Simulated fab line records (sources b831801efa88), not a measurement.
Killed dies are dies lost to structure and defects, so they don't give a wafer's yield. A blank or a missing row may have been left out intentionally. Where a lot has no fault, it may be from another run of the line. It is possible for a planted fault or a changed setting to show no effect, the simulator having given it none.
The tool behind it: which one? + flow gf180mcu + 14 lots with 42 wafers sampled at 4 steps, on a route of 602 steps

WHAT THE GAUGES READ, wafer by wafer
No reading from a measuring or inspecting step in the record can be judged against a usual standard deviation.

WHAT TOOL EACH LOT RAN ON (gives the tool, then ch and the chambers of the sampled wafers, and finally the start)
| lot  | GF_V3_SPUTTER_22             | GF_M4_SPUTTER_00             | GF_M4_SPUTTER_01             | GF_M4_DEVELOP_13                  |
|------|------------------------------|------------------------------|------------------------------|-----------------------------------|
| L116 | pvd sputter-02, day 22 18:19 | pvd sputter-01, day 22 18:56 | pvd sputter-01, day 22 19:02 | litho track-03 ch 0, day 23 18:22 |
| L117 | pvd sputter-03, day 23 03:49 | pvd sputter-01, day 23 04:27 | pvd sputter-01, day 23 04:33 | litho track-03 ch 0, day 24 03:52 |
| L118 | pvd sputter-02, day 23 08:16 | pvd sputter-04, day 23 08:53 | pvd sputter-04, day 23 08:59 | litho track-04 ch 0, day 24 08:10 |
| L120 | pvd sputter-01, day 24 06:14 | pvd sputter-02, day 24 06:52 | pvd sputter-02, day 24 06:58 | litho track-03 ch 0, day 25 05:07 |
| L121 | pvd sputter-03, day 24 10:37 | pvd sputter-01, day 24 11:14 | pvd sputter-01, day 24 11:20 | litho track-01 ch 0, day 25 09:03 |
| L122 | pvd sputter-01, day 25 06:27 | pvd sputter-04, day 25 07:05 | pvd sputter-04, day 25 07:11 | litho track-04 ch 0, day 26 03:55 |
| L123 | pvd sputter-03, day 25 07:08 | pvd sputter-02, day 25 07:46 | pvd sputter-02, day 25 07:52 | litho track-03 ch 0, day 26 05:13 |
| L130 | pvd sputter-01, day 27 15:20 | pvd sputter-02, day 27 15:58 | pvd sputter-02, day 27 16:04 | litho track-04, day 28 11:45      |
| L131 | pvd sputter-01, day 27 19:13 | pvd sputter-04, day 27 19:50 | pvd sputter-04, day 27 19:56 | litho track-03, day 28 15:49      |
| L134 | pvd sputter-01, day 28 15:20 | pvd sputter-04, day 28 15:58 | pvd sputter-04, day 28 16:04 | litho track-04 ch 0, day 29 11:19 |
| L135 | pvd sputter-02, day 28 20:40 | pvd sputter-04, day 28 21:17 | pvd sputter-04, day 28 21:23 | litho track-01 ch 0, day 29 16:33 |
| L136 | pvd sputter-03, day 29 05:16 | pvd sputter-01, day 29 05:53 | pvd sputter-01, day 29 05:59 | litho track-04 ch 0, day 30 01:13 |
| L137 | pvd sputter-01, day 29 13:44 | pvd sputter-02, day 29 14:22 | pvd sputter-02, day 29 14:28 | litho track-01 ch 0, day 30 08:40 |
| L138 | pvd sputter-03, day 29 19:11 | pvd sputter-04, day 29 19:49 | pvd sputter-04, day 29 19:55 | litho track-04 ch 0, day 30 14:16 |
- GF_V3_SPUTTER_22: material TiN, target thk 10 nm, time 40 s.
- GF_M4_SPUTTER_00: material Ti, target thk 37.5 nm, time 150 s.
- GF_M4_SPUTTER_01: material TiN, target thk 30 nm, time 25 s.
- GF_M4_DEVELOP_13: develop time 60 s.

WHAT THE TOOLS THEMSELVES READ (means of the sampled wafers that have a number; where no wafer has one, the mark that the record gives instead)
GF_V3_SPUTTER_22. Usual: throttle valve pct at 29.8 %, with a standard deviation of 1.
| lot  | tool           | throttle valve pct (%) | flag |
|------|----------------|------------------------|------|
| L116 | pvd sputter-02 | 30.8                   |      |
| L117 | pvd sputter-03 | 30.0                   |      |
| L118 | pvd sputter-02 | 29.7                   |      |
| L120 | pvd sputter-01 | 29.5                   |      |
| L121 | pvd sputter-03 | 30.3                   |      |
| L122 | pvd sputter-01 | 29.5                   |      |
| L123 | pvd sputter-03 | 30.2                   |      |
| L130 | pvd sputter-01 | 28.9                   |      |
| L131 | pvd sputter-01 | 29.5                   |      |
| L134 | pvd sputter-01 | 28.8                   |      |
| L135 | pvd sputter-02 | 30.2                   |      |
| L136 | pvd sputter-03 | 30.0                   |      |
| L137 | pvd sputter-01 | 29.0                   |      |
| L138 | pvd sputter-03 | 30.5                   |      |

GF_M4_SPUTTER_00. Usual: throttle valve pct at 29.6 %, with a standard deviation of 1.
| lot  | tool           | throttle valve pct (%) | flag |
|------|----------------|------------------------|------|
| L116 | pvd sputter-01 | 28.8                   |      |
| L117 | pvd sputter-01 | 29.4                   |      |
| L118 | pvd sputter-04 | 30.3                   |      |
| L120 | pvd sputter-02 | 30.2                   |      |
| L121 | pvd sputter-01 | 28.9                   |      |
| L122 | pvd sputter-04 | 30.8                   |      |
| L123 | pvd sputter-02 | 29.7                   |      |
| L130 | pvd sputter-02 | 29.8                   |      |
| L131 | pvd sputter-04 | 29.9                   |      |
| L134 | pvd sputter-04 | 29.2                   |      |
| L135 | pvd sputter-04 | 30.1                   |      |
| L136 | pvd sputter-01 | 28.8                   |      |
| L137 | pvd sputter-02 | 29.7                   |      |
| L138 | pvd sputter-04 | 31.0                   |      |

GF_M4_SPUTTER_01. Usual: throttle valve pct at 29.6 %, with a standard deviation of 1.
| lot  | tool           | throttle valve pct (%) | flag |
|------|----------------|------------------------|------|
| L116 | pvd sputter-01 | 28.9                   |      |
| L117 | pvd sputter-01 | 29.5                   |      |
| L118 | pvd sputter-04 | 30.2                   |      |
| L120 | pvd sputter-02 | 30.2                   |      |
| L121 | pvd sputter-01 | 28.9                   |      |
| L122 | pvd sputter-04 | 30.9                   |      |
| L123 | pvd sputter-02 | 29.5                   |      |
| L130 | pvd sputter-02 | 29.7                   |      |
| L131 | pvd sputter-04 | 30.2                   |      |
| L134 | pvd sputter-04 | 28.9                   |      |
| L135 | pvd sputter-04 | 30.0                   |      |
| L136 | pvd sputter-01 | 28.9                   |      |
| L137 | pvd sputter-02 | 29.7                   |      |
| L138 | pvd sputter-04 | 31.1                   |      |

GF_M4_DEVELOP_13. Usual: chill plate temp C 22.99 C, standard deviation 0.096; exhaust pa 45.3 Pa, standard deviation 0.88.
| lot  | tool           | chill plate temp C (C) | exhaust pa (Pa) | flag |
|------|----------------|------------------------|-----------------|------|
| L116 | litho track-03 | 23.10                  | 44.6            |      |
| L117 | litho track-03 | 23.09                  | 45.7            |      |
| L118 | litho track-04 | 23.07                  | 46.1            |      |
| L120 | litho track-03 | 22.93                  | 44.7            |      |
| L121 | litho track-01 | 23.07                  | 45.9            |      |
| L122 | litho track-04 | 22.85                  | 45.8            |      |
| L123 | litho track-03 | 23.03                  | 45.9            |      |
| L130 | litho track-04 | -                      | -               | OFF  |
| L131 | litho track-03 | -                      | -               | OFF  |
| L134 | litho track-04 | 23.00                  | 44.8            |      |
| L135 | litho track-01 | 23.00                  | 45.2            |      |
| L136 | litho track-04 | 22.84                  | 44.7            |      |
| L137 | litho track-01 | 23.05                  | 45.6            |      |
| L138 | litho track-04 | 22.86                  | 44.7            |      |

THE ANSWER, worked out from the rows above alone
Rule: a lot is off if the mean of its wafers that have a number lies more than 3 standard deviations from the usual mean. Also off: a lot with no number at a reading for which 4 or more lots have one. All remaining lots with rows at the step are treated as sound. First the gauges in route order, then the tools' own readings, where a lot's mean is used as printed above. At the first step where some lot is off, the reading lying furthest off is the one used; lots without a number count as furthest.
Off: L130, L131, at GF_M4_DEVELOP_13 (chill plate temp C). Without a number there: L130, L131.
If a tool, at that step or one of the process steps before it, ran each lot that is off and ran no sound lot following the first of them, it fits. Not one of the candidates tried fits.

WHAT THE SIMULATOR PUT IN
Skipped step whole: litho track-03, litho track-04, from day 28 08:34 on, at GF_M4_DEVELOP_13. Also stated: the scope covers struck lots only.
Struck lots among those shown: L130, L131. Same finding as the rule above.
